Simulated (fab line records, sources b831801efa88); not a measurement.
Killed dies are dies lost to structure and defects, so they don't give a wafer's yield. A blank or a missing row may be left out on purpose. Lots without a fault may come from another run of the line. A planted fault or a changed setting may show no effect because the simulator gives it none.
A struck lot beside a sound one | flow sfq_line | 28 steps out of a route of 325
Sound: wafers L570.1, L570.2, L570.3. Struck: wafer L585.5. (L585.1, L585.3 of the same lot were not struck and are left out.) The cause comes at the end.
At each step with rows: each side's tool, then ch and its chambers, then its first start. Under that, the readings that differ: sound wafers | struck wafers | difference of the means | sigmas: that difference in standard deviations of wafers without a fault.
alike: readings whose means differ by less than 2 such deviations, and words and numbers that are the same on both sides. not compared: withheld readings, readings that some wafer has no value for, bounds like >300 that may hide the same value, and numbers for which the record gives no deviation and whose values overlap.
The two part at a step that has a row with sigmas, a row that says differs or no value, or rows on one side only. Numbers that don't overlap but have no deviation are shown without sigmas and don't part them. A reading that every wafer of one side lacks parts them only if that side has two wafers or more.

first, 6 steps without rows for these wafers: SFQ_TRILAYER_M1_LITHO_COAT_044 (resist thk 62 nm); SFQ_TRILAYER_M1_LITHO_COAT_039 (resist thk 600 nm); SFQ_TRILAYER_M1_LITHO_SOFTBAKE_043; SFQ_TRILAYER_M1_LITHO_EXPOSE_040 (exposes mask M1, target cd 500 nm); SFQ_TRILAYER_M1_LITHO_PEB_042 (peb time 60 s); SFQ_TRILAYER_M1_LITHO_DEVELOP_041 (time 60 s).
SFQ_M1_OVL_MEAS_911:
  sound on overlay-01, day 23 03:45; struck on overlay-01, day 29 10:07
  alike: M1_OVL
SFQ_TRILAYER_M1_BARC_OPEN_METAL_ETCH_054: etches BARC in O2, target depth 125 nm, time 41.7 s.
  sound on rie_metal-03 ch 0,1, day 23 03:47; struck on rie_metal-01 ch 1, day 29 10:10
  alike: drypump_motor_current_A, oes_product_au
  not compared: rf_hours_counter_h
then, 1 step without rows for these wafers: SFQ_TRILAYER_M1_ETCH_METAL_ETCH_042 (etches Nb in Cl2/Ar, stops on SiO2, target depth 240 nm, time 120 s).
SFQ_TRILAYER_M1_STRIP_STRIP_043: strips in O2.
  sound on rie_metal-03 ch 0,1, day 23 03:58; struck on rie_metal-01 ch 1, day 29 10:20
  alike: drypump_motor_current_A, oes_product_au
  not compared: rf_hours_counter_h
then, 1 step without rows for these wafers: SFQ_TRILAYER_M1_STRIP_SOLV_CLEAN_044 (cleans in NMP, time 600 s).
SFQ_TRILAYER_I1_DEP_PECVD_045: deposits SiO2 from SiH4/N2O, time 111.11 s, target thk 500 nm.
  sound on pecvd-01 ch 0,1,2, day 23 04:44; struck on pecvd-03 ch 1, day 29 11:07
  alike: chamber_pressure_Torr, heater_power_w, throttle_valve_pct
SFQ_TRILAYER_I1_CMP_CMP_046: polishes SiO2.
  sound on cmp-02 ch 1,2,3, day 23 15:37; struck on cmp-01 ch 2, day 29 13:42
  reading                                             | sound             | struck | difference | sigmas
  time_to_endpoint_s (s)                              | 216 214 212       | 197    | -17        | -2
  model.SiO2_of_TRILAYER_I1_DEP_PECVD_045.thk_nm (nm) | 200.2 200.5 199.9 | 212.4  | +12.2      |
  alike: motor_current_A
SFQ_I1_BOW_MEAS_912:
  sound on film_metro-04, day 23 18:07; struck on film_metro-04, day 29 14:12
  reading     | sound    | struck | difference | sigmas
  I1_BOW (um) | 13 15 12 | -21    | -34        | -4
SFQ_TRILAYER_I1_METRO_MEASURE_047:
  sound on film_metro-04, day 23 18:14; struck on film_metro-04, day 29 14:19
  reading     | sound             | struck | difference | sigmas
  thk_nm (nm) | 200.4 200.6 199.7 | 212.3  | +12.1      | +12
then, 6 steps without rows for these wafers: SFQ_TRILAYER_I1_VIA_LITHO_COAT_054 (resist thk 62 nm); SFQ_TRILAYER_I1_VIA_LITHO_COAT_049 (resist thk 650 nm); SFQ_TRILAYER_I1_VIA_LITHO_SOFTBAKE_053; SFQ_TRILAYER_I1_VIA_LITHO_EXPOSE_050 (exposes mask I1, target cd 500 nm); SFQ_TRILAYER_I1_VIA_LITHO_PEB_052 (peb time 60 s); SFQ_TRILAYER_I1_VIA_LITHO_DEVELOP_051 (time 60 s).
SFQ_I1_OVL_MEAS_913:
  sound on overlay-01, day 24 03:53; struck on overlay-01, day 29 17:46
  reading     | sound    | struck | difference | sigmas
  I1_OVL (nm) | 21 15 14 | -2     | -19        | -3
SFQ_TRILAYER_I1_VIA_BARC_OPEN_VIA_ETCH_071: etches BARC in O2, target depth 125 nm, time 41.7 s.
  sound on rie_diel-02 ch 0,2,3, day 24 03:56; struck on rie_diel-04 ch 2, day 29 17:48
  alike: drypump_motor_current_A, oes_product_au
  not compared: rf_hours_counter_h
SFQ_TRILAYER_I1_VIA_ETCH_VIA_ETCH_052: etches SiO2 in CHF3, stops on Nb, target depth 260 nm.
  sound on rie_diel-02 ch 0,2,3, day 24 03:58; struck on rie_diel-04 ch 2, day 29 17:50
  reading                        | sound             | struck | difference | sigmas
  oes_product_au (a.u.)          | 0.857 0.860 0.851 | 0.894  | +0.038     | +7
  model.I1.feature_depth_nm (nm) | 200.2 200.5 199.9 | 212.4  | +12.2      |
  model.etch.depth_nm (nm)       | 200.2 200.5 199.9 | 212.4  | +12.2      |
  alike: drypump_motor_current_A
SFQ_TRILAYER_I1_VIA_STRIP_STRIP_053: strips in O2.
  sound on rie_metal-02 ch 0,1, day 24 04:05; struck on rie_metal-04 ch 1, day 29 17:58
  alike: drypump_motor_current_A, oes_product_au
  not compared: rf_hours_counter_h
then, 1 step without rows for these wafers: SFQ_TRILAYER_I1_VIA_STRIP_SOLV_CLEAN_054 (cleans in NMP, time 600 s).
SFQ_TRILAYER_M2_DEP_PRE_CLEAN_056: time 22.5 s.
  sound on pvd_sputter-03, day 24 04:51; struck on pvd_sputter-06, day 29 18:56
  reading                                             | sound           | struck | difference | sigmas
  model.SiO2_of_TRILAYER_I1_DEP_PECVD_045.thk_nm (nm) | 192.7 193 192.4 | 204.9  | +12.2      |
then, 1 step without rows for these wafers: SFQ_TRILAYER_M2_DEP_SPUTTER_055 (material Nb, target thk 200 nm, time 133.3 s).

WHERE THEY PART
First at SFQ_TRILAYER_I1_CMP_CMP_046; last, within this record, at SFQ_TRILAYER_I1_VIA_ETCH_VIA_ETCH_052. Later steps at which nothing parts them and some readings are alike: SFQ_TRILAYER_I1_VIA_STRIP_STRIP_053.

WHY: what the simulator had put in
Process parameter drift: cmp-01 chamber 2, from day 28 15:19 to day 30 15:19, at SFQ_TRILAYER_I1_CMP_CMP_046. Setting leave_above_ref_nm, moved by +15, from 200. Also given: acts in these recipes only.
